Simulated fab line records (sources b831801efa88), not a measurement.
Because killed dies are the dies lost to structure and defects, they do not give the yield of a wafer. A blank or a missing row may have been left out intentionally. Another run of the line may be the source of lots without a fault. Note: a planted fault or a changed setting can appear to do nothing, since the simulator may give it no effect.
A struck lot beside a sound one || flow sky130 || 14 out of 708 route steps
Sound: the wafers L345.1, L345.3, L345.5. Struck: wafers L353.3, L353.5, L353.6. At the end, the cause is stated.
For every step that has rows: the tool of each side, followed by ch and its chambers, followed by its first start. Under that, the readings that differ: sound wafers || struck wafers || difference of the means || sigmas: that difference in standard deviations of wafers without a fault.
alike: readings whose means differ by less than 2 such deviations, and words and numbers that are the same on both sides. not compared: withheld readings, readings that some wafer has no value for, bounds like >300 that may hide the same value, and numbers for which the record gives no deviation and whose values overlap.
The two part at a step that has a row with sigmas, a row that says differs or no value, or rows on one side only. Non-overlapping numbers with no deviation appear without sigmas and do not part them. A reading that every wafer of one side lacks parts them only if that side has two wafers or more.

first, 4 steps without rows for these wafers: SKY_VIA4_STRIP_13 (strips in O2/N2); SKY_VIA4_STRIP_14 (strips in post etch residue remover, time 1200 s); SKY_VIA4_CLEAN_15 (cleans in IPA, time 180 s); SKY_VIA4_CLEAN_16 (cleans in O3/DIW).
SKY_VIA4_SPUTTER_17: material TiN, target thk 20 nm, time 80 s.
  sound on pvd_sputter-04 at day 43 10:59; struck on pvd_sputter-04 at day 45 20:02
  alike: cathode_dc_power_W, chamber_pressure_pa, throttle_valve_pct
SKY_VIA4_CVD_18: deposits W, target thk 505 nm, time 152.14 s.
  sound on cvd_w-02 ch 0, day 43 11:03; struck on cvd_w-02 ch 0,1, day 45 20:09
  alike: heater_power_w
  not compared: since_wet_clean_h
SKY_VIA4_RS_MEAS_19: a four-point-probe measurement.
  sound on film_metro-03 at day 43 11:12; struck on film_metro-01 at day 45 20:18
  alike: VIA4_W_RS
SKY_VIA4_THK_MEAS_20: measures by xrf.
  sound on film_metro-03 at day 43 11:19; struck on film_metro-01 at day 45 20:24
  alike: VIA4_W_THK
SKY_VIA4_CMP_21: polishes, stops on SiO2, t overpolish 25 s, target thk 0 nm.
  sound on cmp-02 ch 0,1, day 43 11:34; struck on cmp-02 ch 1,2, day 45 20:29
{"reading": "edge_zone_pressure_frac", "sound": "0.997 1.013 1.011", "struck": "0.988 0.991 0.995", "difference": -0.016, "sigmas": -3}
  alike: motor_current_A, overpolish_run_s, time_to_endpoint_s
then, 1 step without rows for these wafers: SKY_METAL5_SPUTTER_00 (material Ti, target thk 15 nm, time 10 s).
SKY_METAL5_SPUTTER_01: material TiN, target thk 20 nm, time 16.7 s.
  sound on pvd_sputter-03 at day 43 11:54; struck on pvd_sputter-01 at day 45 20:46
  alike: cathode_dc_power_W, chamber_pressure_pa, throttle_valve_pct
SKY_METAL5_SPUTTER_02: material AlCu, target thk 1150 nm, time 61.2 s.
  sound on pvd_sputter-03 at day 43 11:55; struck on pvd_sputter-01 at day 45 20:47
{"reading": "cathode_dc_power_W (W)", "sound": "10601 10596 10596", "struck": "10604 10600 10602", "difference": "+4", "sigmas": "+2"}
  alike: chamber_pressure_pa, throttle_valve_pct
SKY_METAL5_SPUTTER_03: material Ti, target thk 5 nm, time 3.3 s.
  sound on pvd_sputter-03 at day 43 11:58; struck on pvd_sputter-01 at day 45 20:50
  no value came back on the struck wafers for cathode_dc_power_W (W), chamber_pressure_pa (Pa), throttle_valve_pct (%); on the sound wafers cathode_dc_power_W (W) reads 3000.2 3000.0 2999.9
then, 1 step without rows for these wafers: SKY_METAL5_SPUTTER_04 (material TiN, target thk 70 nm, time 58.3 s).

## WHERE THEY PART
Earliest at SKY_VIA4_CMP_21; latest, in this record, at SKY_METAL5_SPUTTER_03.

WHY: what the simulator had put in
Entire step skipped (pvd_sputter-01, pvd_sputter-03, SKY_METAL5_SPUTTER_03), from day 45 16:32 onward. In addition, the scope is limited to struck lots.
